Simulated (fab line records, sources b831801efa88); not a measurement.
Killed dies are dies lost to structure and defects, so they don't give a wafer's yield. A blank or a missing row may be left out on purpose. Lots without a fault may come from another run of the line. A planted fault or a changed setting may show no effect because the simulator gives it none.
fab line records | flow gf180mcu
record lots=5 wafers=15 last_day=33
route steps=602 shown M4@462 V4@476
lots that met no fault: from a run of the same line without faults
start_h: hours from the record's first day to the start of the lot's first wafer shown | wait_h: hours since the lot's step before | " the same as in the row above | L1.1+2: a row that stands for several wafers | - no value, or no start given | * or withheld: withheld | < > ~ a bound
route shown NAME@n: a module of which the file shows steps, and the number in the route of the first | usual: mean/standard deviation of fault-free wafers | same: alike in all rows | chamber/n: place in a boat | sites: the reading at each site | _std_site: their standard deviation | _edge_site: outer sites' mean less inner sites' | radius_mm: how far each site lies from the wafer's centre | mask NAME#n: copy n | behind: the tool/chamber that last shaped the wafer | hold: why the lot was held/for how many hours/how that ended | device: the transistor (n, p or np) that didn't switch | end of line: the same wafers' tests at the end of the route | a step without rows: its recipe alone | killed: dies lost to structure and defects at the first sort, not the wafer's yield | map: a wafer's dies, x killed, . not, _ none there
set.NAME: the setting as run; set.NAME@STEP: as run at that earlier step | model.NAME: the simulator's own value behind a step, which no gauge read
lots at some steps of the route; a table a step, a row a wafer
services: from which hour (start_h, from the record's first day; less than 0 if before it) a tool's chamber was out of use, for how many hours, and why
## steps
# step GF_M4_THK_MEAS_06
# recipe thk_meas_gauge=xrf reads=AlCu_of_M4_SPUTTER_02
# usual M4_ALCU_THK=451/6.2
# columns lot.wafer tool chamber start_h wait_h M4_ALCU_THK[nm]
L078.1 film_metro-01 - 555.42 0.1 450
L078.4 " - " " 441
L078.5 " - " " 449
L080.1 film_metro-02 - 570.94 0.1 463
L080.2 " - " " 458
L080.5 " - " " 459
L086.2 film_metro-03 - 615.06 0.1 458
L086.4 " - " " 443
L086.6 " - " " 446
L088.1 film_metro-02 - 632.93 0.1 453
L088.2 " - " " 458
L088.5 " - " " 456
L093.1 film_metro-03 - 668.14 0.1 454
L093.4 " - " " 458
L093.5 " - " " 455
# step GF_M4_DEHYDRATE_07
# recipe temp_c=200 time_s=60
# columns lot.wafer tool chamber start_h wait_h
L078.1+4+5 litho_track-04 0 565.75 10.3
L080.1+2+5 litho_track-01 0 581.12 10.2
L086.2+4+6 litho_track-01 0 624.59 9.5
L088.1+2+5 litho_track-01 0 642.37 9.4
L093.1+4+5 litho_track-04 0 677.15 9.0
# step GF_M4_HMDS_08
# recipe prime_time_s=60 prime_temp_c=120
# same prime_time_s=60
# columns lot.wafer tool chamber start_h wait_h
L078.1+4+5 litho_track-04 0 565.90 0.1
L080.1+2+5 litho_track-01 0 581.27 0.1
L086.2+4+6 litho_track-01 0 624.74 0.1
L088.1+2+5 litho_track-01 0 642.52 0.1
L093.1+4+5 litho_track-04 0 677.30 0.1
# step GF_M4_COAT_09
# recipe resist=KrF spin_rpm=withheld resist_thk_nm=1000
# columns lot.wafer tool chamber start_h wait_h
L078.1+4+5 litho_track-04 0 566.05 0.1
L080.1+2+5 litho_track-01 0 581.42 0.1
L086.2+4+6 litho_track-01 0 624.89 0.1
L088.1+2+5 litho_track-01 0 642.67 0.1
L093.1+4+5 litho_track-04 0 677.45 0.1
# step GF_M4_SOFTBAKE_10
# recipe temp_c=130 time_s=60 resist=KrF
# columns lot.wafer tool chamber start_h wait_h
L078.1+4+5 litho_track-04 0 566.20 0.1
L080.1+2+5 litho_track-01 0 581.57 0.1
L086.2+4+6 litho_track-01 0 625.04 0.1
L088.1+2+5 litho_track-01 0 642.82 0.1
L093.1+4+5 litho_track-04 0 677.60 0.1
# step GF_M4_EXPOSE_11
# recipe mask_id=Metal4 target_cd_nm=280 na=0.68 source_shape=conventional sigma_outer=0.6 dose_mj=28
# same na=0.68
# columns lot.wafer tool chamber start_h wait_h mask
L078.1+4+5 krf_scanner-02 0 - - Metal4#0
L080.1+2+5 krf_scanner-01 0 - - Metal4#0
L086.2+4+6 krf_scanner-01 0 - - Metal4#0
L088.1+2+5 krf_scanner-01 0 - - Metal4#0
L093.1+4+5 krf_scanner-01 0 - - Metal4#0
# step GF_M4_PEB_12
# recipe peb_temp_c=135 peb_time_s=90 resist=KrF
# columns lot.wafer tool chamber start_h wait_h
L078.1+4+5 litho_track-04 0 - -
L080.1+2+5 litho_track-01 0 - -
L086.2+4+6 litho_track-01 0 - -
L088.1+2+5 litho_track-02 0 - -
L093.1+4+5 litho_track-01 0 - -
# step GF_M4_DEVELOP_13
# recipe develop_time_s=60 dev_temp_c=21
# columns lot.wafer tool chamber start_h wait_h
L078.1+4+5 litho_track-04 0 576.70 0.2
L080.1+2+5 litho_track-01 0 592.32 0.2
L086.2+4+6 litho_track-01 0 634.84 0.2
L088.1+2+5 litho_track-02 0 652.56 0.2
L093.1+4+5 litho_track-01 0 686.87 0.2
# step GF_M4_CD_MEAS_14
# recipe target_cd_nm=280
# usual cd_nm=280.1/1.3
# columns lot.wafer tool chamber start_h wait_h cd_nm
L078.1 cd_sem-01 - 576.85 0.1 279.7
L078.4 " - " " 279.1
L078.5 " - " " 279.8
L080.1 cd_sem-02 - 592.47 0.1 278.1
L080.2 " - " " 278.2
L080.5 " - " " 279.6
L086.2 cd_sem-02 - 634.99 0.1 278.9
L086.4 " - " " 279.1
L086.6 " - " " 278.8
L088.1 cd_sem-01 - 652.71 0.1 279.7
L088.2 " - " " 279.5
L088.5 " - " " 279.5
L093.1 cd_sem-02 - 687.02 0.1 278.6
L093.4 " - " " 277.4
L093.5 " - " " 277.7
# step GF_M4_OVL_MEAS_15
# usual M4_OVL=3/5.7
# columns lot.wafer tool chamber start_h wait_h M4_OVL[nm]
L078.1 overlay-01 - 576.97 0.1 16
L078.4 " - " " 9
L078.5 " - " " 8
L080.1 overlay-02 - 592.59 0.1 3
L080.2 " - " " 3
L080.5 " - " " 8
L086.2 overlay-01 - 635.09 0.1 -4
L086.4 " - " " -10
L086.6 " - " " -4
L088.1 overlay-01 - 652.83 0.1 -4
L088.2 " - " " 1
L088.5 " - " " -2
L093.1 overlay-02 - 687.14 0.1 11
L093.4 " - " " 11
L093.5 " - " " 8
# step GF_M4_METAL_ETCH_16
# recipe chemistry=Cl2/BCl3 mask_material=KrF target_depth_nm=627.5 stop_on=SiO2 pressure_mtorr=8 icp_w=800 bias_w=140 Cl2_flow_sccm=80 bcl3_flow_sccm=40 time_s=104.6
# usual drypump_motor_current_A=5.6/0.42 oes_product_au=0.970/0.0068 throttle_valve_pct=28.251/0.011
# columns lot.wafer tool chamber start_h wait_h drypump_motor_current_A oes_product_au rf_hours_counter_h throttle_valve_pct
L078.1 rie_metal-01 1 577.01 0.0 6.4 0.971 8 28.248
L078.4 " 1 " " 6.4 0.959 - 28.259
L078.5 " 1 " " 6.4 0.975 - 28.241
L080.1 rie_metal-02 1 592.62 0.0 5.6 0.971 10 28.249
L080.2 " 0 " " 5.7 0.983 11 28.230
L080.5 " 0 " " 5.7 0.973 - 28.239
L086.2 rie_metal-01 1 635.12 0.0 6.3 0.978 10 28.239
L086.4 " 1 " " 6.3 0.967 - 28.257
L086.6 " 1 " " 6.4 0.974 - 28.237
L088.1 rie_metal-04 0 652.86 0.0 5.6 0.969 6 28.249
L088.2 " 1 " " 5.2 0.973 4 28.232
L088.5 " 1 " " 5.2 0.976 - 28.239
L093.1 rie_metal-04 1 687.17 0.0 5.2 0.974 6 28.225
L093.4 " 1 " " 5.2 0.974 - 28.241
L093.5 " 1 " " 5.2 0.968 - 28.252
# step GF_M4_STRIP_17
# recipe chemistry=O2/N2 power_w=1400 pressure_mtorr=1500 platen_temp_c=250 o2_flow_sccm=3000 n2_flow_sccm=300 overash_fraction=0.5
# usual drypump_motor_current_A=5.8/0.54 heater_power_w=345/37 oes_product_au=0.557/0.0052 strip_time_to_endpoint_s=7.86/0.033
# columns lot.wafer tool chamber start_h wait_h drypump_motor_current_A heater_power_w oes_product_au rf_hours_counter_h strip_time_to_endpoint_s
L078.1 plasma_asher-02 1 577.12 0.1 6.2 379 0.557 50 7.87
L078.4 " 1 " " 6.2 371 0.565 - 7.87
L078.5 " 0 " " 5.1 349 0.553 - 7.82
L080.1 plasma_asher-01 1 592.74 0.1 5.8 378 0.554 83 7.86
L080.2 " 0 " " 6.6 260 0.565 83 7.87
L080.5 " 0 " " 6.6 258 0.555 - 7.85
L086.2 plasma_asher-03 0 635.24 0.1 5.3 343 0.556 20 7.86
L086.4 " 0 " " 5.3 325 0.559 - 7.80
L086.6 " 0 " " 5.3 337 0.556 - 7.86
L088.1 plasma_asher-01 0 652.98 0.1 6.6 253 0.560 90 7.88
L088.2 " 1 " " 5.8 369 0.565 90 7.89
L088.5 " 1 " " 5.7 369 0.562 - 7.90
L093.1 plasma_asher-03 0 687.29 0.1 5.2 334 0.564 25 7.94
L093.4 " 1 " " 5.9 333 0.565 - 7.90
L093.5 " 0 " " 5.3 339 0.553 - 7.89
# step GF_M4_STRIP_18
# recipe chemistry=post_etch_residue_remover time_s=1200 temp_c=72.5
# columns lot.wafer tool chamber start_h wait_h
L078.1+4+5 wet_bench-04 1 577.22 0.1
L080.1+2+5 wet_bench-01 0 592.84 0.1
L086.2+4+6 wet_bench-01 0 635.34 0.1
L088.1+2+5 wet_bench-04 0 653.08 0.1
L093.1+4+5 wet_bench-01 1 687.39 0.1
# step GF_M4_CLEAN_19
# recipe chemistry=DIW dry=n2_spin
# columns lot.wafer tool chamber start_h wait_h
L078.1+4+5 wet_bench-01 2 577.56 0.0
L080.1+2+5 wet_bench-04 0 593.21 0.0
L086.2+4+6 wet_bench-02 0 635.71 0.0
L088.1+2+5 wet_bench-02 3 653.42 0.0
L093.1+4+5 wet_bench-02 2 687.76 0.0
# step GF_V4_CVD_00
# recipe material=SiO2 target_thk_nm=600 sigma_open_frac=0.3 temp_c=400 time_s=100 sih4_flow_sccm=60 pressure_mtorr=6
# columns lot.wafer tool chamber start_h wait_h
L078.1+4+5 hdpcvd-01 0,2,0 577.65 0.0
L080.1+2+5 hdpcvd-02 2,0,0 593.30 0.0
L086.2+4+6 hdpcvd-01 0,2,1 635.81 0.0
L088.1+2+5 hdpcvd-02 0,2,0 653.51 0.0
L093.1+4+5 hdpcvd-01 1,2,1 687.85 0.0
# step GF_V4_THK_MEAS_01
# recipe reads=SiO2_of_V4_CVD_00
# usual V4_CVD_00_THK=602/7.4
# columns lot.wafer tool chamber start_h wait_h V4_CVD_00_THK[nm]
L078.1 film_metro-04 - 577.72 0.0 602
L078.4 " - " " 613
L078.5 " - " " 599
L080.1 film_metro-03 - 593.37 0.0 601
L080.2 " - " " 598
L080.5 " - " " 602
L086.2 film_metro-01 - 635.90 0.1 612
L086.4 " - " " 619
L086.6 " - " " 606
L088.1 film_metro-03 - 653.58 0.0 600
L088.2 " - " " 600
L088.5 " - " " 598
L093.1 film_metro-01 - 687.92 0.0 602
L093.4 " - " " 610
L093.5 " - " " 604
# step GF_V4_CVD_02
# recipe material=SiO2 target_thk_nm=850 precursor=TEOS temp_c=400 time_s=94.851 rf_w=600
# usual heater_power_outer_w=371/65 heater_power_w=652/94
# columns lot.wafer tool chamber start_h wait_h heater_power_outer_w heater_power_w
L078.1 pecvd-03 0 577.78 0.1 413 737
L078.4 " 0 " " 413 779
L078.5 " 2 " " 397 746
L080.1 pecvd-03 1 593.43 0.1 410 636
L080.2 " 2 " " 404 722
L080.5 " 2 " " 307 604
L086.2 pecvd-01 2 635.95 0.0 272 539
L086.4 " 1 " " 305 516
L086.6 " 2 " " 301 573
L088.1 pecvd-01 2 653.64 0.1 297 575
L088.2 " 0 " " 387 700
L088.5 " 2 " " 321 579
L093.1 pecvd-04 1 687.98 0.1 466 817
L093.4 " 2 " " 327 574
L093.5 " 1 " " 343 646
# step GF_V4_THK_MEAS_03
# recipe reads=SiO2_of_V4_CVD_02
# usual V4_CVD_02_THK=849/11
# columns lot.wafer tool chamber start_h wait_h V4_CVD_02_THK[nm]
L078.1 film_metro-03 - 577.85 0.0 841
L078.4 " - " " 853
L078.5 " - " " 852
L080.1 film_metro-04 - 593.50 0.0 842
L080.2 " - " " 851
L080.5 " - " " 870
L086.2 film_metro-04 - 636.03 0.0 834
L086.4 " - " " 853
L086.6 " - " " 843
L088.1 film_metro-04 - 653.71 0.0 835
L088.2 " - " " 846
L088.5 " - " " 845
L093.1 film_metro-03 - 688.05 0.0 843
L093.4 " - " " 843
L093.5 " - " " 854
# step GF_V4_CMP_04
# recipe material=SiO2 down_force_psi=4 platen_rpm=60 pad_velocity_m_s=0.94248
# usual motor_current_A=12.1/0.93 slurry_flow_ml_min=150.0/0.45 time_to_endpoint_s=81/5.4
# columns lot.wafer tool chamber start_h wait_h motor_current_A slurry_flow_ml_min time_to_endpoint_s
L078.4 cmp-01 0 577.96 0.1 10.6 149.9 79
L078.1 " 2 " " 13.9 149.7 79
L078.5 " 3 " " 13.2 149.8 89
L080.2 cmp-02 0 593.61 0.1 11.6 150.4 82
L080.1 " 2 " " 12.5 149.8 87
L080.5 " 0 " " 12.5 150.0 91
L086.4 cmp-01 1 636.08 0.0 12.0 150.0 78
L086.2 " 2 " " 13.6 149.6 74
L086.6 " 2 " " 14.7 149.7 77
L088.2 cmp-01 1 653.77 0.0 11.3 149.7 75
L088.1 " 0 " " 11.1 150.6 72
L088.5 " 2 " " 13.8 150.8 75
L093.1 cmp-02 0 688.11 0.1 11.0 149.9 79
L093.4 " 2 " " 12.3 150.2 86
L093.5 " 1 " " 12.9 149.7 80
# step GF_V4_BOW_MEAS_05
# recipe mode=bow
# usual V4_BOW=133/10
# columns lot.wafer tool chamber start_h wait_h V4_BOW[um]
L078.1 film_metro-01 - 578.21 0.1 124
L078.4 " - " " 127
L078.5 " - " " 124
L080.1 film_metro-04 - 593.86 0.1 139
L080.2 " - " " 130
L080.5 " - " " 134
L086.2 film_metro-03 - 636.40 0.2 134
L086.4 " - " " 139
L086.6 " - " " 150
L088.1 film_metro-03 - 654.07 0.1 146
L088.2 " - " " 147
L088.5 " - " " 143
L093.1 film_metro-01 - 688.41 0.2 121
L093.4 " - " " 126
L093.5 " - " " 130
# step GF_V4_DEHYDRATE_06
# recipe temp_c=200 time_s=60
# columns lot.wafer tool chamber start_h wait_h
L078.1+4+5 litho_track-03 0 588.42 10.2
L080.1+2+5 litho_track-02 0 604.11 10.2
L086.2+4+6 litho_track-01 0 646.44 10.0
L088.1+2+5 litho_track-01 0 662.92 8.8
L093.1+4+5 litho_track-02 0 697.36 8.9
# step GF_V4_HMDS_07
# recipe prime_time_s=60 prime_temp_c=120
# same prime_time_s=60
# columns lot.wafer tool chamber start_h wait_h
L078.1+4+5 litho_track-03 0 588.57 0.1
L080.1+2+5 litho_track-02 0 604.26 0.1
L086.2+4+6 litho_track-01 0 646.59 0.1
L088.1+2+5 litho_track-01 0 663.07 0.1
L093.1+4+5 litho_track-02 0 697.51 0.1
# step GF_V4_COAT_08
# recipe resist=BARC temp_c=withheld time_s=withheld spin_rpm=withheld resist_thk_nm=withheld
# columns lot.wafer tool chamber start_h wait_h
L078.1+4+5 litho_track-03 0 588.72 0.1
L080.1+2+5 litho_track-02 0 604.41 0.1
L086.2+4+6 litho_track-01 0 646.74 0.1
L088.1+2+5 litho_track-01 0 663.22 0.1
L093.1+4+5 litho_track-02 0 697.66 0.1
# step GF_V4_COAT_09
# recipe resist=KrF spin_rpm=withheld resist_thk_nm=1000
# columns lot.wafer tool chamber start_h wait_h
L078.1+4+5 litho_track-03 0 - -
L080.1+2+5 litho_track-02 0 - -
L086.2+4+6 litho_track-01 0 - -
L088.1+2+5 litho_track-01 0 - -
L093.1+4+5 litho_track-02 0 - -
# step GF_V4_SOFTBAKE_10
# recipe temp_c=130 time_s=60 resist=KrF
# columns lot.wafer tool chamber start_h wait_h
L078.1+4+5 litho_track-03 0 - -
L080.1+2+5 litho_track-02 0 - -
L086.2+4+6 litho_track-01 0 - -
L088.1+2+5 litho_track-01 0 - -
L093.1+4+5 litho_track-02 0 - -
# step GF_V4_EXPOSE_11
# recipe mask_id=Via4 target_cd_nm=260 na=0.68 source_shape=conventional sigma_outer=0.6 dose_mj=38
# same na=0.68
# columns lot.wafer tool chamber start_h wait_h mask
L078.1+4+5 krf_scanner-02 0 - - Via4#0
L080.1+2+5 krf_scanner-02 0 - - Via4#0
L086.2+4+6 krf_scanner-02 0 - - Via4#0
L088.1+2+5 krf_scanner-02 0 - - Via4#0
L093.1+4+5 krf_scanner-01 0 - - Via4#0
# step GF_V4_PEB_12
# recipe peb_temp_c=135 peb_time_s=93.28 resist=KrF
# usual plate_sensor_t_centre_C=136.13/0.011 plate_sensor_t_edge_C=136.29/0.0091
# columns lot.wafer tool chamber start_h wait_h plate_sensor_t_centre_C plate_sensor_t_edge_C
L078.1 litho_track-03 0 - - 136.15 136.3
L078.4 " 0 " " 136.12 136.3
L078.5 " 0 " " 136.11 136.29
L080.1 litho_track-02 0 - - 136.13 136.31
L080.2 " 0 " " 136.12 136.3
L080.5 " 0 " " 136.14 136.29
L086.2 litho_track-02 0 - - 136.14 136.28
L086.4 " 0 " " 136.14 136.3
L086.6 " 0 " " 136.13 136.29
L088.1 litho_track-03 0 - - 136.11 136.3
L088.2 " 0 " " 136.13 136.3
L088.5 " 0 " " 136.12 136.28
L093.1 litho_track-02 0 - - 136.14 136.3
L093.4 " 0 " " 136.13 136.3
L093.5 " 0 " " 136.12 136.3
# step GF_V4_DEVELOP_13
# recipe develop_time_s=60 resist=KrF dev_temp_c=21
# columns lot.wafer tool chamber start_h wait_h
L078.1+4+5 litho_track-03 0 599.52 0.2
L080.1+2+5 litho_track-02 0 614.96 0.2
L086.2+4+6 litho_track-02 0 656.63 0.2
L088.1+2+5 litho_track-03 0 673.37 0.2
L093.1+4+5 litho_track-02 0 706.91 0.2
# step GF_V4_CD_MEAS_14
# recipe target_cd_nm=260
# usual cd_nm=260.1/1.1
# columns lot.wafer tool chamber start_h wait_h cd_nm
L078.1 cd_sem-01 - 599.67 0.1 260.2
L078.4 " - " " 261.2
L078.5 " - " " 260.2
L080.1 cd_sem-02 - 615.11 0.1 260.2
L080.2 " - " " 260.4
L080.5 " - " " 259.7
L086.2 cd_sem-02 - 656.78 0.1 259.9
L086.4 " - " " 259.5
L086.6 " - " " 259.4
L088.1 cd_sem-02 - 673.52 0.1 261.0
L088.2 " - " " 259.7
L088.5 " - " " 261.0
L093.1 cd_sem-02 - 707.09 0.2 260.2
L093.4 " - " " 260.2
L093.5 " - " " 260.2
# step GF_V4_OVL_MEAS_15
# usual V4_OVL=-2/5.5
# columns lot.wafer tool chamber start_h wait_h V4_OVL[nm]
L078.1 overlay-01 - 599.79 0.1 3
L078.4 " - " " 6
L078.5 " - " " 5
L080.1 overlay-02 - 615.23 0.1 -1
L080.2 " - " " 8
L080.5 " - " " 4
L086.2 overlay-01 - 656.88 0.1 0
L086.4 " - " " -1
L086.6 " - " " -7
L088.1 overlay-01 - 673.64 0.1 5
L088.2 " - " " 3
L088.5 " - " " 2
L093.1 overlay-01 - 707.21 0.1 -12
L093.4 " - " " -8
L093.5 " - " " -12
# step GF_V4_ETCH_16
# recipe chemistry=N2/H2 target_depth_a=withheld overetch_a=withheld time_s=withheld target=BARC ion_energy_ev=200 source_w=500 bias_w=100 pressure_mtorr=30 n2_flow_sccm=100 h2_flow_sccm=200
# usual drypump_motor_current_A=5.7/0.4 oes_product_au=0.855/0.0046 throttle_valve_pct=13.225/0.0089
# columns lot.wafer tool chamber start_h wait_h drypump_motor_current_A oes_product_au throttle_valve_pct
L078.1 rie_diel-03 2 599.83 0.0 6.3 0.857 13.223
L078.4 " 1 " " 5.6 0.849 13.225
L078.5 " 3 " " 5.2 0.857 13.225
L080.1 rie_diel-03 3 615.26 0.0 5.2 0.862 13.225
L080.2 " 0 " " 5.7 0.862 13.210
L080.5 " 2 " " 6.3 0.861 13.207
L086.2 rie_diel-02 2 656.91 0.0 6.4 0.853 13.237
L086.4 " 3 " " 5.5 0.855 13.230
L086.6 " 1 " " 5.7 0.852 13.224
L088.1 rie_diel-01 0 673.68 0.0 5.5 0.860 13.215
L088.2 " 2 " " 5.2 0.855 13.214
L088.5 " 2 " " 5.2 0.854 13.237
L093.1 rie_diel-03 1 707.25 0.0 5.6 0.849 13.236
L093.4 " 0 " " 5.6 0.849 13.222
L093.5 " 3 " " 5.2 0.851 13.204
# step GF_V4_ETCH_17
# recipe chemistry=C4F8/O2/Ar mask_material=KrF target=SiO2 stop_on=TiN source_w=1500 bias_w=1200 pressure_mtorr=40 c4f8_flow_sccm=withheld O2_flow_sccm=6 Ar_flow_sccm=300 time_s=withheld target_depth_a=6300
# usual oes_product_au=0.856/0.0044
# columns lot.wafer tool chamber start_h wait_h oes_product_au
L078.1 rie_diel-03 2 - - 0.854
L078.4 " 1 " " 0.853
L078.5 " 3 " " 0.856
L080.1 rie_diel-03 3 - - 0.868
L080.2 " 0 " " 0.857
L080.5 " 2 " " 0.857
L086.2 rie_diel-02 2 - - 0.855
L086.4 " 3 " " 0.850
L086.6 " 1 " " 0.851
L088.1 rie_diel-01 0 - - 0.855
L088.2 " 2 " " 0.859
L088.5 " 2 " " 0.861
L093.1 rie_diel-03 1 - - 0.860
L093.4 " 0 " " 0.860
L093.5 " 3 " " 0.860
# step GF_V4_STRIP_18
# recipe chemistry=O2/N2 power_w=1400 pressure_mtorr=1500 platen_temp_c=250 o2_flow_sccm=3000 n2_flow_sccm=300 overash_fraction=0.5
# usual drypump_motor_current_A=5.9/0.57 heater_power_w=327/31 oes_product_au=0.591/0.0053
# columns lot.wafer tool chamber start_h wait_h drypump_motor_current_A heater_power_w oes_product_au rf_hours_counter_h
L078.1 plasma_asher-01 1 599.96 - 5.8 372 0.596 84
L078.4 " 0 " " 6.6 261 0.590 -
L078.5 " 1 " " 5.8 371 0.590 -
L080.1 plasma_asher-01 0 615.39 - 6.6 262 0.591 86
L080.2 " 1 " " 5.8 374 0.597 86
L080.5 " 1 " " 5.8 373 0.581 -
L086.2 plasma_asher-03 0 657.04 - 5.3 336 0.588 22
L086.4 " 0 " " 5.3 336 0.584 -
L086.6 " 1 " " 5.9 340 0.598 -
L088.1 plasma_asher-04 0 673.81 - 6.7 332 0.595 105
L088.2 " 1 " " 5.3 307 0.590 105
L088.5 " 0 " " 6.7 335 0.596 -
L093.1 plasma_asher-01 1 707.38 - 5.8 363 0.580 94
L093.4 " 0 " " 6.6 270 0.593 -
L093.5 " 1 " " 5.8 374 0.583 -
# step GF_V4_STRIP_19
# recipe chemistry=post_etch_residue_remover time_s=1200 temp_c=72.5
# columns lot.wafer tool chamber start_h wait_h
L078.1+4+5 wet_bench-01 0 600.06 0.1
L080.1+2+5 wet_bench-01 1 615.49 0.1
L086.2+4+6 wet_bench-04 1 657.14 0.1
L088.1+2+5 wet_bench-04 2 673.91 0.1
L093.1+4+5 wet_bench-01 0 707.48 0.1
# step GF_V4_CLEAN_20
# recipe chemistry=DIW dry=n2_spin
# columns lot.wafer tool chamber start_h wait_h
L078.1+4+5 wet_bench-04 2 600.40 0.0
L080.1+2+5 wet_bench-04 0 615.83 0.0
L086.2+4+6 wet_bench-01 1 657.83 0.0
L088.1+2+5 wet_bench-03 0 674.59 0.0
L093.1+4+5 wet_bench-04 3 707.85 0.0
# step GF_V4_SPUTTER_21
# recipe material=Ti target_thk_nm=15 chamber_pressure_pa=5 power_w=2500 substrate_temp_c=200 time_s=80.02
# usual cathode_dc_power_W=2500.0/0.4 throttle_valve_pct=30.0/0.71
# columns lot.wafer tool chamber start_h wait_h cathode_dc_power_W throttle_valve_pct
L078.1 pvd_sputter-03 - 600.49 0.0 2500.1 29.2
L078.4 " - " " 2500.1 29.5
L078.5 " - " " 2500.2 31.4
L080.1 pvd_sputter-04 - 615.93 0.0 2499.2 31.2
L080.2 " - " " 2500.1 30.0
L080.5 " - " " 2499.9 31.1
L086.2 pvd_sputter-03 - 657.92 0.0 2499.4 28.8
L086.4 " - " " 2500.6 29.6
L086.6 " - " " 2499.5 29.5
L088.1 pvd_sputter-03 - 674.68 0.0 2500.1 29.0
L088.2 " - " " 2500.3 29.5
L088.5 " - " " 2499.9 31.1
L093.1 pvd_sputter-04 - 707.95 0.0 2500.0 31.2
L093.4 " - " " 2500.1 29.6
L093.5 " - " " 2499.7 29.6
# step GF_V4_SPUTTER_22
# recipe material=TiN target_thk_nm=10 chamber_pressure_pa=5 power_w=4000 time_s=40
# usual cathode_dc_power_W=4000.0/0.77 throttle_valve_pct=30.0/0.71
# columns lot.wafer tool chamber start_h wait_h cathode_dc_power_W throttle_valve_pct
L078.1 pvd_sputter-03 - 600.55 0.0 4000.5 29.0
L078.4 " - " " 4000.0 29.6
L078.5 " - " " 3998.8 31.0
L080.1 pvd_sputter-04 - 616.00 0.0 3998.8 31.1
L080.2 " - " " 3999.6 30.0
L080.5 " - " " 3999.7 31.3
L086.2 pvd_sputter-03 - 657.98 0.0 4000.7 29.1
L086.4 " - " " 4000.9 29.6
L086.6 " - " " 4000.7 29.8
L088.1 pvd_sputter-03 - 674.74 0.0 4000.8 29.1
L088.2 " - " " 3999.4 29.7
L088.5 " - " " 3999.7 31.0
L093.1 pvd_sputter-04 - 708.01 0.0 4000.1 31.2
L093.4 " - " " 4000.3 29.8
L093.5 " - " " 4000.5 29.8
# step GF_V4_CVD_23
# recipe material=W target_thk_nm=350 time_s=104.9 temp_c=400 pressure_torr=40
# usual heater_power_outer_w=549/37 heater_power_w=892/89
# columns lot.wafer tool chamber start_h wait_h heater_power_outer_w heater_power_w
L078.1 cvd_w-02 0 600.59 0.0 544 816
L078.4 " 1 " " 593 1007
L078.5 " 1 " " 604 1015
L080.1 cvd_w-02 0 616.03 0.0 541 827
L080.2 " 1 " " 577 977
L080.5 " 0 " " 542 845
L086.2 cvd_w-01 0 658.02 0.0 492 840
L086.4 " 1 " " 490 757
L086.6 " 0 " " 503 867
L088.1 cvd_w-02 1 674.78 0.0 590 982
L088.2 " 0 " " 543 810
L088.5 " 0 " " 534 816
L093.1 cvd_w-02 1 708.05 0.0 593 1023
L093.4 " 1 " " 588 1002
L093.5 " 1 " " 601 991
# step GF_V4_RS_MEAS_24
# recipe thk_meas_gauge=four-point-probe reads=W_of_V4_CVD_23+TiN_of_V4_SPUTTER_22+Ti_of_V4_SPUTTER_21
# usual V4_W_RS=0.327/0.0036
# columns lot.wafer tool chamber start_h wait_h V4_W_RS[ohm/sq]
L078.1 film_metro-01 - 600.71 0.1 0.330
L078.4 " - " " 0.326
L078.5 " - " " 0.330
L080.1 film_metro-03 - 616.15 0.1 0.323
L080.2 " - " " 0.322
L080.5 " - " " 0.325
L086.2 film_metro-01 - 658.16 0.1 0.328
L086.4 " - " " 0.326
L086.6 " - " " 0.325
L088.1 film_metro-03 - 674.90 0.1 0.324
L088.2 " - " " 0.324
L088.5 " - " " 0.327
L093.1 film_metro-03 - 708.16 0.1 0.322
L093.4 " - " " 0.324
L093.5 " - " " 0.324
# step GF_V4_THK_MEAS_25
# recipe thk_meas_gauge=xrf reads=W_of_V4_CVD_23
# usual V4_W_THK=365/7.6
# columns lot.wafer tool chamber start_h wait_h V4_W_THK[nm]
L078.1 film_metro-01 - 600.83 0.1 353
L078.4 " - " " 361
L078.5 " - " " 353
L080.1 film_metro-03 - 616.27 0.1 372
L080.2 " - " " 372
L080.5 " - " " 369
L086.2 film_metro-01 - 658.27 0.1 356
L086.4 " - " " 355
L086.6 " - " " 359
L088.1 film_metro-03 - 675.02 0.1 376
L088.2 " - " " 380
L088.5 " - " " 373
L093.1 film_metro-03 - 708.28 0.1 377
L093.4 " - " " 378
L093.5 " - " " 377
# step GF_V4_CMP_26
# recipe stop_on=SiO2 down_force_psi=3.5 platen_rpm=60 t_overpolish_s=15 target_thk_nm=0 pad_velocity_m_s=0.94248
# usual motor_current_A=11.1/0.8 overpolish_run_s=15.002/0.01 slurry_flow_ml_min=150.0/0.45 time_to_endpoint_s=87/4.1
# columns lot.wafer tool chamber start_h wait_h motor_current_A overpolish_run_s slurry_flow_ml_min time_to_endpoint_s
L078.1 cmp-02 0 600.99 0.1 10.6 14.989 150.2 86
L078.4 " 1 " " 12.1 15.007 150.0 87
L078.5 " 3 " " 10.9 15.020 150.0 82
L080.2 cmp-02 0 616.38 0.1 10.2 15.006 149.9 90
L080.1 " 2 " " 11.4 15.003 149.6 93
L080.5 " 0 " " 10.0 14.995 149.9 91
L086.4 cmp-02 1 658.37 0.1 11.5 14.994 150.1 86
L086.2 " 2 " " 11.4 15.009 150.4 91
L086.6 " 1 " " 11.8 14.988 150.6 86
L088.2 cmp-02 2 675.08 0.0 10.9 15.008 150.1 95
L088.1 " 3 " " 10.3 15.011 150.7 83
L088.5 " 2 " " 11.4 14.988 150.2 92
L093.4 cmp-02 2 708.39 0.1 10.6 15.000 149.3 90
L093.1 " 0 " " 10.4 14.997 149.8 85
L093.5 " 1 " " 11.6 14.995 150.3 86
## services
# columns tool chamber start_h hours kind
cmp-01 - 542.90 0.3 repair
wet_bench-02 - 543.36 1.9 pm
pecvd-03 - 559.13 2.8 pm
krf_scanner-02 - 559.40 1.3 pm
rie_diel-01 - 566.65 0.9 repair
cmp-01 - 572.28 4.0 pm
pvd_sputter-04 - 572.64 8.5 repair
rie_diel-01 0 576.72 11.7 repair
pecvd-01 - 591.12 14.0 pm
hdpcvd-01 - 599.66 5.5 pm
krf_scanner-01 - 605.66 0.6 repair
rie_diel-03 - 606.87 0.4 repair
cmp-02 - 611.90 1.1 repair
krf_scanner-02 - 619.62 0.8 pm
plasma_asher-01 - 623.60 4.3 pm
krf_scanner-01 - 633.12 0.8 repair
krf_scanner-02 - 637.30 1.0 pm
krf_scanner-01 - 638.50 1.3 pm
wet_bench-04 - 642.51 4.4 pm
cvd_w-02 0 643.16 13.6 repair
hdpcvd-01 - 652.46 14.6 pm
krf_scanner-01 - 656.17 0.8 pm
krf_scanner-01 - 658.03 1.0 pm
plasma_asher-01 - 682.39 14.6 pm
## key
fault none
